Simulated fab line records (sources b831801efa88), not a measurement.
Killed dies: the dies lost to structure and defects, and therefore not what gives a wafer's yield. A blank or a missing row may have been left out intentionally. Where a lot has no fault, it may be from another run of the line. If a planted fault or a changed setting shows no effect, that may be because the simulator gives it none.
A struck lot beside a sound one | flow sky130 | 16 steps out of a route of 708
Sound: wafers L974.2, L974.4, L974.6. Struck: wafer L984.1 (L984.2, L984.3, from the same lot, were not struck and are left out); the cause is given at the end.
For every step that has rows: the tool of each side, followed by ch and its chambers, followed by its first start. Under that, the readings that differ: sound wafers | struck wafers | difference of the means | sigmas: that difference in standard deviations of wafers without a fault.
alike: words and numbers the same on both sides, and readings whose means are apart by under 2 such deviations; not compared: readings that were withheld, readings missing a value for some wafer, numbers with overlapping values and no deviation given by the record, and bounds like >300 which may hide the same value.
The two part at a step that has a row with sigmas, a row that says differs or no value, or rows on one side only. Numbers that don't overlap but have no deviation are shown without sigmas and don't part them. A reading missing from all wafers of one side parts the sides only when that side holds two or more wafers.

first, 8 steps without rows for these wafers: SKY_CONTACT_DEHYDRATE_06 (time 60 s); SKY_CONTACT_HMDS_07 (prime time 60 s); SKY_CONTACT_COAT_08 (resist thk 60 nm); SKY_CONTACT_COAT_09 (resist thk 450 nm); SKY_CONTACT_SOFTBAKE_10 (time 90 s); SKY_CONTACT_EXPOSE_11 (exposes mask CTM1, target cd 170 nm); SKY_CONTACT_PEB_12; SKY_CONTACT_DEVELOP_13 (develop time 60 s).
SKY_CONTACT_CD_MEAS_14 targets a cd of 170 nm.
  sound on cdSem-01 at day 33 04:25; struck on cdSem-02 at day 36 02:29
reading   | sound             | struck | difference | sigmas
cdNm (nm) | 172.2 171.7 170.1 | 165.8  | -5.5       | -3
SKY_CONTACT_OVL_MEAS_15:
  sound on overlay-02 at day 33 04:32; struck on overlay-01 at day 36 02:37
  alike: CONTACT_OVL
SKY_CONTACT_ETCH_16: etches BARC in N2/H2, stops on SiO2, time 45.9 s, target depth 60 nm.
  sound on rieDiel-04 ch 0,1,2, day 33 04:34; struck on rieDiel-02 ch 1, day 36 02:39
  alike: biasW, drypumpMotorCurrentA, oesProductAu, throttleValvePct
  not compared: rfHoursCounterH
SKY_CONTACT_ETCH_17: etches SiO2 in C4F8/O2/Ar, stops on Si3N4, target depth 340 nm.
  sound on rieDiel-04 ch 0,1,2, day 33 04:36; struck on rieDiel-02 ch 1, day 36 02:41
  alike: biasW, oesProductAu
SKY_CONTACT_ETCH_18: etches Si3N4 in CHF3/O2, stops on TiN, time 39 s, target depth 75 nm.
  sound on rieDiel-04 ch 0,1,2, day 33 04:00; struck on rieDiel-02 ch 1, day 36 02:00
reading                                       | sound             | struck | difference | sigmas
biasW (W)                                     | 199.2 199.6 199.4 | 201.9  | +2.5       | +4
oesProductAu (a.u.)                           | 0.848 0.856 0.858 | 0.708  | -0.146     | -20
throttleValvePct (%)                          | 8.805 8.792 8.792 | 8.730  | -0.066     | -7
model.KrF-thick_of_CONTACT_COAT_09.thkNm (nm) | 245.6 241.8 246.4 | 282.8  | +38.2      | 
model.etch.depthNm (nm)                       | 73.51 74.57 75.66 | 50.3   | -24.3      | 
  alike: drypumpMotorCurrentA
  not compared: rfHoursCounterH
SKY_CONTACT_STRIP_19: strips in O2/N2.
  sound on plasmaAsher-04 ch 0,1, day 33 04:41; struck on plasmaAsher-03 ch 0, day 36 02:47
reading                  | sound             | struck | difference | sigmas
oesProductAu (a.u.)      | 0.383 0.376 0.383 | 0.397  | +0.016     | +4
stripTimeToEndpointS (s) | 3.651 3.608 3.668 | 4.047  | +0.405     | +18
  alike: drypumpMotorCurrentA
  not compared: rfHoursCounterH
then, 1 step without rows for these wafers: SKY_CONTACT_STRIP_20 (strips in post etch residue remover, time 1200 s).
-- the record jumps here: 13 days lie between the struck wafers' starts before and after (it left off in module CONTACT and takes up again in module PAD_OPEN, whose first step shown is number 708 of the route) --
SKY_PAD_OPEN_PROBE_99:
  rows exist in the record for the struck wafers here (prober-01, day 49 12:50), but not for the sound ones

## WHERE THEY PART
Earliest at SKY_CONTACT_CD_MEAS_14; latest, in this record, at SKY_PAD_OPEN_PROBE_99.

WHY: what had been put in by the simulator
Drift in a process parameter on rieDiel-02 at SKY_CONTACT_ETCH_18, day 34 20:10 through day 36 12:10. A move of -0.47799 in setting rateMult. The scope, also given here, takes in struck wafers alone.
